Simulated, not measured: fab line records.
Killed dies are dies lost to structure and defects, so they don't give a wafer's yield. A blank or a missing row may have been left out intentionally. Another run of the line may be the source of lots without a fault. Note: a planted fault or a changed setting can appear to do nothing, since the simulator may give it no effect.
Tool commonality check + flow gf180mcu + Sample size 14 lots and 38 wafers

REASON IT WAS OPENED
At GF_V2_THK_MEAS_01 the reading V2_CVD_00_THK is flagged on 2 of 14 lots. Fault-free wafers read 600 nm, with a standard deviation of 6.9.
Rule: a lot is flagged when every wafer of it that has a number lies more than 4 standard deviations from that mean, or none has a number. All remaining lots are regarded as sound.

| lot  | measured     | on            | V2_CVD_00_THK (nm), wafer by wafer | flag    |
|------|--------------|---------------|------------------------------------|---------|
| L935 | day 19 06:40 | film-metro-02 | 594 598 595                        |         |
| L936 | day 19 12:55 | film-metro-02 | 598 601 603                        |         |
| L938 | day 20 14:41 | film-metro-01 | 594 596 609                        |         |
| L940 | day 21 02:39 | film-metro-02 | 584 600 596                        |         |
| L941 | day 21 13:48 | film-metro-04 | 609 600 586                        |         |
| L942 | day 21 23:48 | film-metro-01 | 596 591 596                        |         |
| L943 | day 22 12:19 | film-metro-04 | 600 585 604                        |         |
| L944 | day 22 19:16 | film-metro-02 | 590 597 592                        |         |
| L945 | day 23 02:50 | film-metro-02 | 602 598 596                        |         |
| L947 | day 23 17:25 | film-metro-04 | 480                                | FLAGGED |
| L948 | day 24 00:04 | film-metro-04 | 476                                | FLAGGED |
| L951 | day 25 01:14 | film-metro-02 | 615 591 603                        |         |
| L956 | day 26 13:49 | film-metro-02 | 609 597 602                        |         |
| L957 | day 26 18:37 | film-metro-04 | 601 607 604                        |         |
Average over the flagged lots: 478 nm; offset from the usual -122 nm, equal to -18 standard deviations.

TOOL THAT RAN EACH LOT
4 process steps preceding the reading are held in the record, out of 602 steps in the route. Read each cell as the tool, then ch plus the chambers that the sampled wafers visited, then the start.
| lot  | flag    | GF_V1_SPUTTER_21             | GF_M2_SPUTTER_00             | GF_M2_METAL_ETCH_16               | GF_V2_CVD_00                     |
|------|---------|------------------------------|------------------------------|-----------------------------------|----------------------------------|
| L935 |         | pvd-sputter-02, day 18 04:43 | pvd-sputter-03, day 18 05:25 | rie-metal-01 ch 0,1, day 19 05:56 | hdpcvd-02 ch 1,2, day 19 06:35   |
| L936 |         | pvd-sputter-03, day 18 10:56 | pvd-sputter-01, day 18 11:37 | rie-metal-01 ch 0,1, day 19 12:09 | hdpcvd-02 ch 0,1, day 19 12:47   |
| L938 |         | pvd-sputter-03, day 19 12:26 | pvd-sputter-02, day 19 13:08 | rie-metal-03 ch 1, day 20 13:57   | hdpcvd-02 ch 1,2, day 20 14:37   |
| L940 |         | pvd-sputter-02, day 20 00:08 | pvd-sputter-01, day 20 00:50 | rie-metal-01 ch 0, day 21 01:29   | hdpcvd-02 ch 0,1,2, day 21 02:35 |
| L941 |         | pvd-sputter-04, day 20 12:02 | pvd-sputter-02, day 20 12:44 | rie-metal-04 ch 0, day 21 13:03   | hdpcvd-02 ch 1,2, day 21 13:43   |
| L942 |         | pvd-sputter-02, day 20 21:40 | pvd-sputter-01, day 20 22:28 | rie-metal-01 ch 0,1, day 21 23:02 | hdpcvd-01 ch 1,2, day 21 23:41   |
| L943 |         | pvd-sputter-02, day 21 10:14 | pvd-sputter-03, day 21 10:55 | rie-metal-03 ch 0,1, day 22 11:34 | hdpcvd-02 ch 0,2, day 22 12:14   |
| L944 |         | pvd-sputter-04, day 21 17:13 | pvd-sputter-03, day 21 17:54 | rie-metal-01 ch 0,1, day 22 18:33 | hdpcvd-01 ch 0,1,2, day 22 19:12 |
| L945 |         | pvd-sputter-04, day 22 01:04 | pvd-sputter-02, day 22 01:45 | rie-metal-01 ch 0,1, day 23 02:05 | hdpcvd-01 ch 1,2, day 23 02:46   |
| L947 | FLAGGED | pvd-sputter-02, day 22 15:53 | pvd-sputter-01, day 22 16:34 | rie-metal-04 ch 0, day 23 16:40   | hdpcvd-02 ch 0, day 23 17:20     |
| L948 | FLAGGED | pvd-sputter-02, day 22 23:20 | pvd-sputter-01, day 23 00:02 | rie-metal-01 ch 0, day 23 23:20   | hdpcvd-02 ch 0, day 23 23:59     |
| L951 |         | pvd-sputter-04, day 24 00:52 | pvd-sputter-03, day 24 01:34 | rie-metal-01 ch 1, day 25 00:20   | hdpcvd-01 ch 0,1,2, day 25 01:10 |
| L956 |         | pvd-sputter-02, day 25 14:49 | pvd-sputter-02, day 25 15:30 | rie-metal-01 ch 0,1, day 26 13:05 | hdpcvd-01 ch 0,1,2, day 26 13:44 |
| L957 |         | pvd-sputter-04, day 25 20:04 | pvd-sputter-02, day 25 20:48 | rie-metal-04 ch 0,1, day 26 17:54 | hdpcvd-01 ch 1,2, day 26 18:31   |
What is done by these steps:
- GF_V1_SPUTTER_21: material Ti, target thk 15 nm, time 80.02 s.
- GF_M2_SPUTTER_00: material Ti, target thk 37.5 nm, time 150 s.
- GF_M2_METAL_ETCH_16: etches the open film in Cl2/BCl3, stops on SiO2, target depth 627.5 nm, time 104.6 s.
- GF_V2_CVD_00: deposits SiO2, target thk 600 nm, time 100 s.
- GF_V2_THK_MEAS_01

FLAGGED OVER TOTAL, TOOL BY TOOL (the gauges that took the reading come last)
| step                | tool           | lots run | flagged | share of the flagged lots | sound lots run after its first flagged lot |
|---------------------|----------------|----------|---------|---------------------------|--------------------------------------------|
| GF_V1_SPUTTER_21    | pvd-sputter-02 | 7        | 2       | all                       | 1 (L956)                                   |
| GF_V1_SPUTTER_21    | pvd-sputter-03 | 2        | 0       | none                      | -                                          |
| GF_V1_SPUTTER_21    | pvd-sputter-04 | 5        | 0       | none                      | -                                          |
| GF_M2_SPUTTER_00    | pvd-sputter-01 | 5        | 2       | all                       | 0                                          |
| GF_M2_SPUTTER_00    | pvd-sputter-02 | 5        | 0       | none                      | -                                          |
| GF_M2_SPUTTER_00    | pvd-sputter-03 | 4        | 0       | none                      | -                                          |
| GF_M2_METAL_ETCH_16 | rie-metal-01   | 9        | 1       | some                      | 2 (L951,L956)                              |
| GF_M2_METAL_ETCH_16 | rie-metal-03   | 2        | 0       | none                      | -                                          |
| GF_M2_METAL_ETCH_16 | rie-metal-04   | 3        | 1       | some                      | 1 (L957)                                   |
| GF_V2_CVD_00        | hdpcvd-01      | 6        | 0       | none                      | -                                          |
| GF_V2_CVD_00        | hdpcvd-02      | 8        | 2       | all                       | 0                                          |
| GF_V2_THK_MEAS_01   | film-metro-01  | 2        | 0       | none                      | -                                          |
| GF_V2_THK_MEAS_01   | film-metro-02  | 7        | 0       | none                      | -                                          |
| GF_V2_THK_MEAS_01   | film-metro-04  | 5        | 2       | all                       | 1 (L957)                                   |

THE TABLE: WHAT IT ALLOWS
4 rows of the table ran every flagged lot: pvd-sputter-02 at GF_V1_SPUTTER_21, pvd-sputter-01 at GF_M2_SPUTTER_00, hdpcvd-02 at GF_V2_CVD_00, film-metro-04 at GF_V2_THK_MEAS_01.
- pvd-sputter-02 at GF_V1_SPUTTER_21 ran 7 lots, 2 of them flagged. Lots that were sound ran on it after the first flagged one (L956); a persistent fault on the entire tool would not allow that.
- pvd-sputter-01 at GF_M2_SPUTTER_00 ran 5 lots, 2 of them flagged. A fault beginning between L942 (day 20 22:28), its last sound lot, and L947 (day 22 16:34), its first flagged one, fits the data.
- hdpcvd-02 at GF_V2_CVD_00 ran 8 lots, 2 of them flagged. A fault beginning between L943 (day 22 12:14), its last sound lot, and L947 (day 23 17:20), its first flagged one, fits the data. Its own readings lie more than 4 standard deviations out on every wafer of the flagged lots: sih4-flow-sccm.
- film-metro-04 at GF_V2_THK_MEAS_01 ran 5 lots, 2 of them flagged. Lots that were sound ran on it after the first flagged one (L957); a persistent fault on the entire tool would not allow that.
Because each of these 2 tools fits a fault that began at some hour, counting lots does not separate them. More lots, or a look at what each step does to the wafer, might.

WHAT THE SIMULATOR HAD PUT IN
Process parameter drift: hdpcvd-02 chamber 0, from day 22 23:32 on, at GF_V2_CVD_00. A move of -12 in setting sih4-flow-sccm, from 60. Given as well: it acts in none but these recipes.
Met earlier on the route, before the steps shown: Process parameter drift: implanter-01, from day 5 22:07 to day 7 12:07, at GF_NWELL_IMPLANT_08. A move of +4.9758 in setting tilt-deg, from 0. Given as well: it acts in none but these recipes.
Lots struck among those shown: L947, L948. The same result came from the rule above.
